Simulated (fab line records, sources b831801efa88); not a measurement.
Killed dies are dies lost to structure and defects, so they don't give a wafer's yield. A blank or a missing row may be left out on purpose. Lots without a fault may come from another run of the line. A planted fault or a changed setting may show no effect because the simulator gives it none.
Problem report in the 8D (eight disciplines) form, filled by code | flow gf180mcu | the parts of the form that need people (team, actions taken, sign-off) are left out

1. THE PROBLEM
HV_LDD_4_TW at GF_HV_LDD_TW_MEAS_50 reads a mean of 508 on 6 wafers of 2 lots; wafers without a fault read 567 with a standard deviation of 3.7. That is -16 standard deviations from the usual mean.
First seen on wafer L618.1, day 15 01:31, on film_metro-03. The record holds 39 wafers of 13 lots with a number at this step. Rule for "out", or "out of limits": more than 4 standard deviations from the usual mean. The other wafers with a number count as sound.

2. WHAT IT IS AND WHAT IT IS NOT
question                    | is                     | is not
which readings at this step | HV_LDD_4_TW            | -
which lots                  | L618, L621             | L616, L622, L623, L624, L625, L626, L628, L629, L630, L632, L633
which wafers of those lots  | all that have a number | -
read on which gauges        | film_metro-03          | film_metro-01, film_metro-04
when                        | from day 15 01:31      | up to then (3 sound wafers); but 30 sound wafers of L622, L623, L624, L625, L626, L628, L629, L630, L632, L633 came after

3. SUSPECTS, AND WHAT RULES EACH OUT
Counting: a tool at a process step up to the reading stays a suspect if it ran every lot that is out and no sound lot after the first of them.
- the gauge at GF_HV_LDD_TW_MEAS_50: kept. All the wafers that are out were read on film_metro-03, and no step on other tools shows them out.
- plasma_asher-03 at GF_VT_IMPLANT_STRIP_09 (strips in O2/N2): ruled out as a lasting fault. Sound lots L622, L624, L629 ran on it after its first lot that is out, L618 (day 7 18:58).
- implanter-03 at GF_HV_LDD_IMPLANT_48: ruled out as a lasting fault. Sound lots L628, L632, L633 ran on it after its first lot that is out, L618 (day 15 01:16).
Left after counting: film_metro-03 at GF_HV_LDD_TW_MEAS_50.

4. THE CAUSE (what the simulator had put in)
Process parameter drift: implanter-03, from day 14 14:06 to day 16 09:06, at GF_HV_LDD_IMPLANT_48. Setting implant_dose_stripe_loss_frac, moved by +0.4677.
Counting ruled it out, wrongly: the rule takes a fault to strike every lot that its tool runs from its start on, and this one did not.

5. THE CHAIN OF EFFECTS, in route order
Each row: a reading whose mean over the struck wafers that have a number lies more than 3 standard deviations from the usual. Only readings for which the record gives a usual standard deviation are gone through. hours: the time from each lot's start at the first step in this table that gives one to its start at this step, as a median over the lots. sigmas: the change in usual standard deviations.
hours | step                 | reading     | usual | on struck wafers | change | sigmas
0     | GF_HV_LDD_TW_MEAS_50 | HV_LDD_4_TW | 567   | 508              | -59    | -16
Later measuring or inspecting steps at which every struck wafer that the step has a row for has a number for every such reading, and none has moved that far: GF_M2_RS_MEAS_05.

6. WHAT WOULD HAVE CAUGHT IT SOONER
In this record the first reading out of limits at a measuring or inspecting step was taken at day 15 01:31, 11 hours after the fault began at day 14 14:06.
Of the tool readings at GF_HV_LDD_IMPLANT_48 for which the record gives a usual standard deviation, none was out on any struck wafer, so an alarm limit of 4 standard deviations on them would not have fired.
